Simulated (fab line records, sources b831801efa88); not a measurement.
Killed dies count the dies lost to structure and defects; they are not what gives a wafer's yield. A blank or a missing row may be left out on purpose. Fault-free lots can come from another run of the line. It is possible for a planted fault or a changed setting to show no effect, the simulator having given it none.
Struck lot and sound lot, side by side :: flow sky130 :: 15 steps out of a route of 708
Sound: wafers L132.1, L132.2, L132.5. Wafers L145.1, L145.3, L145.5 were the ones struck. The cause is given at the end.
For every step that has rows: the tool of each side, followed by ch and its chambers, followed by its first start. Under that, the readings that differ: sound wafers :: struck wafers :: difference of the means :: sigmas: that difference in standard deviations of wafers without a fault.
alike: readings with means less than 2 such deviations apart, plus words and numbers identical on both sides. not compared: withheld readings, readings lacking a value on some wafer, bounds such as >300 that could conceal the same value, and numbers that have no deviation in the record and whose values overlap.
The two part at a step that has a row with sigmas, a row that says differs or no value, or rows on one side only. When numbers do not overlap yet have no deviation, they are printed without sigmas and do not part them. A reading that every wafer of one side lacks parts them only if that side has two wafers or more.

first, 2 steps without rows for these wafers: SKY_METAL3_CLEAN_22 (cleans in O3/DIW); SKY_VIA3_HDPCVD_00 (deposits SiO2, target thk 1635 nm, time 272.5 s).
SKY_VIA3_THK_MEAS_01:
  struck on film metro-03, day 42 19:43; sound on film metro-04, day 39 13:39
  alike: VIA3_HDPCVD_THK
SKY_VIA3_CMP_02: polishes SiO2.
  sound on cmp-02 ch 0,1,2, day 39 13:46; struck on cmp-01 ch 0,3, day 42 19:46
  alike: head pressure psi, motor current A, slurry flow ml min
SKY_VIA3_BOW_MEAS_03:
  struck on film metro-03, day 42 20:04; sound on film metro-02, day 39 14:01
  alike: VIA3_BOW
then, 7 steps without rows for these wafers: SKY_VIA3_DEHYDRATE_04 (time 60 s); SKY_VIA3_HMDS_05 (prime time 60 s); SKY_VIA3_COAT_06 (resist thk 60 nm); SKY_VIA3_COAT_07 (resist thk 450 nm); SKY_VIA3_SOFTBAKE_08 (time 90 s); SKY_VIA3_EXPOSE_09 (exposes mask VIM3, target cd 200 nm); SKY_VIA3_PEB_10.
SKY_VIA3_DEVELOP_11: develop time 60 s.
  sound on litho track-02 ch 0, day 40 14:00; struck on litho track-03 ch 0, day 43 18:00
reading: developer temp C (C)
sound: 21.15 21.12 20.99
struck: 20.18 20.18 20.27
difference: -0.88
sigmas: -7
SKY_VIA3_CD_MEAS_12: target cd 200 nm.
  struck on cd sem-01, day 43 18:41; sound on cd sem-02, day 40 14:40
reading: cd nm (nm)
sound: 202.3 203.5 202.2
struck: 198.3 199.3 197.7
difference: -4.2
sigmas: -3
SKY_PAD_OPEN_PROBE_99:
  sound wafers here have rows in the record (prober-01, day 46 15:29); struck ones have none

## WHERE THEY PART
Last at SKY_PAD_OPEN_PROBE_99 as far as this record goes, first at SKY_VIA3_DEVELOP_11.

WHY: what had been put in by the simulator
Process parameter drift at SKY_VIA3_DEVELOP_11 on litho track-03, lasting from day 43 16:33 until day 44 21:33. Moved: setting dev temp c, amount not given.
